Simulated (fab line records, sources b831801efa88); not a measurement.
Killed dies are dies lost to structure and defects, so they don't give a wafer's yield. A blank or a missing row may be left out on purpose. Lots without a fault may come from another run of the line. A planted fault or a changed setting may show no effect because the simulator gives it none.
Chamber matching | flow sky130 | SKY_VIA2_ETCH_15 on rie_diel-01: 4 sister chambers
The step etches SiO2 in C4F8/O2/Ar, stops on TiN, target depth 546 nm, time 84 s. 16 wafers are shown with their chamber, then 8 later ones without.

WAFERS WITH THEIR CHAMBER
wafer  | chamber | oes_product_au (a.u.)
L077.1 | 1       | 0.948
L077.2 | 2       | 0.941
L077.3 | 3       | 0.944
L077.4 | 1       | 0.947
L077.5 | 2       | 0.940
L077.6 | 3       | 0.937
L078.4 | 3       | 0.938
L078.5 | 1       | 0.929
L078.6 | 2       | 0.945
L081.2 | 0       | 0.944
L081.3 | 2       | 0.943
L081.4 | 1       | 0.949
L085.1 | 2       | 0.935
L085.2 | 0       | 0.947
L085.3 | 3       | 0.943
L087.1 | 1       | 0.937

SIGNATURES (means of the wafers above)
reading        | chamber 0 | chamber 1 | chamber 2 | chamber 3 | scatter within a chamber
oes_product_au | 0.94550   | 0.94200   | 0.94080   | 0.94050   | 0.00579
Rule: a wafer's distance from a chamber is the root of the sum, over the readings, of the square of ((its reading less the chamber's mean) divided by the reading's scatter). The wafer belongs to the nearest chamber; if the next one is less than 2 further off, it can't be placed. The scatter: the root of (the sum of the squares of (reading less its chamber's mean) over the shown wafers, divided by (wafers less chambers)).

WAFERS WITHOUT THEIR CHAMBER
wafer  | oes_product_au (a.u.)
L087.2 | 0.937
L087.6 | 0.936
L088.1 | 0.943
L088.3 | 0.934
L088.4 | 0.950
L094.3 | 0.946
L094.4 | 0.934
L094.6 | 0.938

WHICH CHAMBER EACH WENT THROUGH
wafer  | from the rows above               | in truth
L087.2 | can't be placed: 3 or 2 or 1 or 0 | 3
L087.6 | can't be placed: 3 or 2 or 1 or 0 | 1
L088.1 | can't be placed: 1 or 2 or 3 or 0 | 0
L088.3 | can't be placed: 3 or 2 or 1 or 0 | 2
L088.4 | can't be placed: 0 or 1 or 2 or 3 | 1
L094.3 | can't be placed: 0 or 1 or 2 or 3 | 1
L094.4 | can't be placed: 3 or 2 or 1 or 0 | 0
L094.6 | can't be placed: 3 or 2 or 1 or 0 | 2
Placed correctly: 0 of 8. Can't be placed from these rows: 8 (the true chamber is among the candidates in 8). Placed wrongly: 0.
